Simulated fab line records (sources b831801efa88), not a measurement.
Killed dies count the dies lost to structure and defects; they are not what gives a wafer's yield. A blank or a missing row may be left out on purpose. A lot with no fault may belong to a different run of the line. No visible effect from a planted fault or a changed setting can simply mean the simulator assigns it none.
Comparing a struck lot with a sound one | flow gf180mcu | 17 out of 602 route steps
Sound: these wafers, L700.3, L700.5, L700.6. Wafers struck: L701.4, L701.5, L701.6. The cause is named last.
Each step with rows lists, per side, the tool, then ch with its chambers, then its first start. Under that, the readings that differ: sound wafers | struck wafers | difference of the means | sigmas: that difference in standard deviations of wafers without a fault.
alike: words and numbers the same on both sides, and readings whose means are apart by under 2 such deviations; not compared: readings that were withheld, readings missing a value for some wafer, numbers with overlapping values and no deviation given by the record, and bounds like >300 which may hide the same value.
Wherever a step has rows on one side only, a row that says differs or no value, or a row with sigmas, the two part there. Non-overlapping numbers with no deviation appear without sigmas and do not part them. A reading missing from all wafers of one side parts the sides only when that side holds two or more wafers.

first, 5 steps without rows for these wafers: GF_V1_ETCH_17 (etches SiO2 in C4F8/O2/Ar, stops on TiN, target depth 630 nm); GF_V1_STRIP_18 (strips in O2/N2); GF_V1_STRIP_19 (strips in post etch residue remover, time 1200 s); GF_V1_CLEAN_20 (cleans in DIW); GF_V1_SPUTTER_21 (material Ti, target thk 15 nm, time 80.02 s).
GF_V1_SPUTTER_22: material TiN, target thk 10 nm, time 40 s.
  sound on pvdSputter-01, day 19 00:31; struck on pvdSputter-03, day 19 00:56
  alike: cathodeDcPowerW, chamberPressurePa, throttleValvePct
GF_V1_CVD_23: deposits W, target thk 350 nm, time 105.05 s.
  sound on cvdW-01 ch 0, day 19 00:38; struck on cvdW-02 ch 0,1, day 19 01:01
  alike: heaterPowerOuterW, heaterPowerW
GF_V1_RS_MEAS_24: a four-point-probe measurement.
  sound on filmMetro-01, day 19 00:50; struck on filmMetro-03, day 19 01:09
  alike: V1_W_RS
GF_V1_THK_MEAS_25: measures by xrf.
  sound on filmMetro-01, day 19 00:56; struck on filmMetro-03, day 19 01:14
  alike: V1_W_THK
then, 2 steps without rows for these wafers: GF_V1_CMP_26 (polishes, stops on SiO2, t overpolish 15 s, target thk 0 nm); GF_M2_SPUTTER_00 (material Ti, target thk 37.5 nm, time 150 s).
GF_M2_SPUTTER_01: material TiN, target thk 30 nm, time 25 s.
  sound on pvdSputter-02, day 19 01:22; struck on pvdSputter-01, day 19 01:40
  alike: cathodeDcPowerW, chamberPressurePa, throttleValvePct
GF_M2_SPUTTER_02: material AlCu, target thk 450 nm, time 23.9 s.
  sound on pvdSputter-02, day 19 01:24; struck on pvdSputter-01, day 19 01:42
  no value came back on the struck wafers for cathodeDcPowerW (W), chamberPressurePa (Pa), throttleValvePct (%); on the sound wafers cathodeDcPowerW (W) reads 10597 10600 10598
GF_M2_SPUTTER_03: material Ti, target thk 10 nm, time 6.7 s.
  sound on pvdSputter-02, day 19 01:26; struck on pvdSputter-01, day 19 01:44
  alike: cathodeDcPowerW, chamberPressurePa, throttleValvePct
GF_M2_SPUTTER_04: material TiN, target thk 50 nm, time 41.7 s.
  sound on pvdSputter-02, day 19 01:27; struck on pvdSputter-01, day 19 01:45
  alike: cathodeDcPowerW, chamberPressurePa, throttleValvePct
GF_M2_RS_MEAS_05: a four-point-probe measurement.
  sound on filmMetro-01, day 19 01:32; struck on filmMetro-04, day 19 02:08
reading             | sound                | struck               | difference | sigmas
M2_ALCU_RS (ohm/sq) | 0.0694 0.0681 0.0695 | 7.0868 7.0894 7.1306 | +7.0333    | +99 or more
  not compared: hold
GF_PASSIVATION_PROBE_99:
  sound wafers here have rows in the record (prober-02, day 29 18:46); struck ones have none

## WHERE THEY PART
First at GF_M2_SPUTTER_02; last, within this record, at GF_PASSIVATION_PROBE_99.

WHY: whatever the simulator had introduced
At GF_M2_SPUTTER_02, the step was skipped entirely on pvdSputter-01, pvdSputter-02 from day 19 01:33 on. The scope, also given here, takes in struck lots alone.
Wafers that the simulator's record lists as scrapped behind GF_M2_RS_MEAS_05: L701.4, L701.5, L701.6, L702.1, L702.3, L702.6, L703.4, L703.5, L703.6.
